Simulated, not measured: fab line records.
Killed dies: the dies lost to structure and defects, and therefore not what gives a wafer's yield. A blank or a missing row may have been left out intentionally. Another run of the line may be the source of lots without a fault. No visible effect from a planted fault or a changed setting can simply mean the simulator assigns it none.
Which tool was responsible? / flow sky130 / 12 lots, 36 wafers sampled, at 2 steps of a route of 708

WHAT THE GAUGES READ, wafer by wafer
SKY_FIELD_ISO_THK_MEAS_04.
lot=L638; measured=day 1 20:16; on=film_metro-04; FIELD_ISO_CVD_03_THK (nm)=167.8 166.5 167.2
lot=L639; measured=day 1 20:19; on=film_metro-03; FIELD_ISO_CVD_03_THK (nm)=163.6 163.5 165.0
lot=L642; measured=day 2 17:43; on=film_metro-03; FIELD_ISO_CVD_03_THK (nm)=166.4 166.8 165.3
lot=L643; measured=day 2 17:44; on=film_metro-04; FIELD_ISO_CVD_03_THK (nm)=166.9 164.5 165.5
lot=L644; measured=day 2 22:04; on=film_metro-01; FIELD_ISO_CVD_03_THK (nm)=166.2 165.9 166.5
lot=L645; measured=day 3 00:55; on=film_metro-04; FIELD_ISO_CVD_03_THK (nm)=164.8 166.4 165.1
lot=L649; measured=day 3 21:49; on=film_metro-04; FIELD_ISO_CVD_03_THK (nm)=161.7 162.4 163.5
lot=L653; measured=day 4 16:51; on=film_metro-04; FIELD_ISO_CVD_03_THK (nm)=165.3 165.5 166.9
lot=L654; measured=day 4 21:30; on=film_metro-04; FIELD_ISO_CVD_03_THK (nm)=164.8 163.6 166.0
lot=L656; measured=day 5 07:30; on=film_metro-04; FIELD_ISO_CVD_03_THK (nm)=163.8 164.5 163.2
lot=L657; measured=day 5 14:28; on=film_metro-03; FIELD_ISO_CVD_03_THK (nm)=165.2 165.4 166.2
lot=L659; measured=day 5 23:38; on=film_metro-04; FIELD_ISO_CVD_03_THK (nm)=165.8 165.7 166.1

SKY_VT_ADJUST_LVTN_OVL_MEAS_07.
lot=L638; measured=day 7 02:59; on=overlay-02; VT_ADJUST_LVTN_OVL (nm)=0.5 0.6 0.9
lot=L639; measured=day 7 03:56; on=overlay-02; VT_ADJUST_LVTN_OVL (nm)=1.7 1.6 0.9
lot=L642; measured=day 8 16:59; on=overlay-02; VT_ADJUST_LVTN_OVL (nm)=-0.7 -1.5 -2.0
lot=L643; measured=day 8 16:39; on=overlay-01; VT_ADJUST_LVTN_OVL (nm)=-3.3 -2.2 -3.4
lot=L644; measured=day 8 19:31; on=overlay-02; VT_ADJUST_LVTN_OVL (nm)=-1.5 -1.7 -2.0
lot=L645; measured=day 8 18:01; on=overlay-02; VT_ADJUST_LVTN_OVL (nm)=-1.0 0.5 -0.6
lot=L649; measured=day 9 20:32; on=overlay-01; VT_ADJUST_LVTN_OVL (nm)=-0.2 0.4 0.6
lot=L653; measured=day 11 03:10; on=overlay-02; VT_ADJUST_LVTN_OVL (nm)=0.1 -0.5 -1.4
lot=L654; measured=day 11 07:36; on=overlay-01; VT_ADJUST_LVTN_OVL (nm)=0.5 -1.1 1.7
lot=L656; measured=day 11 15:52; on=overlay-01; VT_ADJUST_LVTN_OVL (nm)=1.2 0.1 -1.8
lot=L657; measured=day 12 02:43; on=overlay-02; VT_ADJUST_LVTN_OVL (nm)=-1.4 -3.0 -0.5
lot=L659; measured=day 12 12:59; on=overlay-02; VT_ADJUST_LVTN_OVL (nm)=-3.1 -2.5 -1.1

WHAT TOOL EACH LOT RAN ON (gives the tool, then ch and the chambers of the sampled wafers, and finally the start)
The record shows no process step preceding these readings.

AS READ BY THE TOOLS THEMSELVES (means over the sampled wafers that have a number; for cases with no such wafer, the mark the record gives instead)
The record holds no such reading with a usual standard deviation.

THE ANSWER, worked out from the rows above alone
Rule: the lots themselves supply what counts as usual. The widest of any qualifying gaps counts: lots, ordered by their means at a reading, are off when they make up no more than a third of the lots, leave a main group of 4 or more, and stand apart from it by 3 or more times the standard deviation of that group's means. If all means in a main group match to the digits the tables above print for the reading, that group is not used. Also off: a lot with no number at a reading for which 4 or more lots have one. All remaining lots with rows at the step are treated as sound. Order of review: gauges by route order, followed by the tools' own readings, for which a lot's mean as printed above is used. The first step at which some lot is off is used, and at that step the reading that is off furthest; a lot without a number counts as furthest.
Across all readings shown, no lot is off: no conclusion can be drawn from this.

WHAT THE SIMULATOR PUT IN
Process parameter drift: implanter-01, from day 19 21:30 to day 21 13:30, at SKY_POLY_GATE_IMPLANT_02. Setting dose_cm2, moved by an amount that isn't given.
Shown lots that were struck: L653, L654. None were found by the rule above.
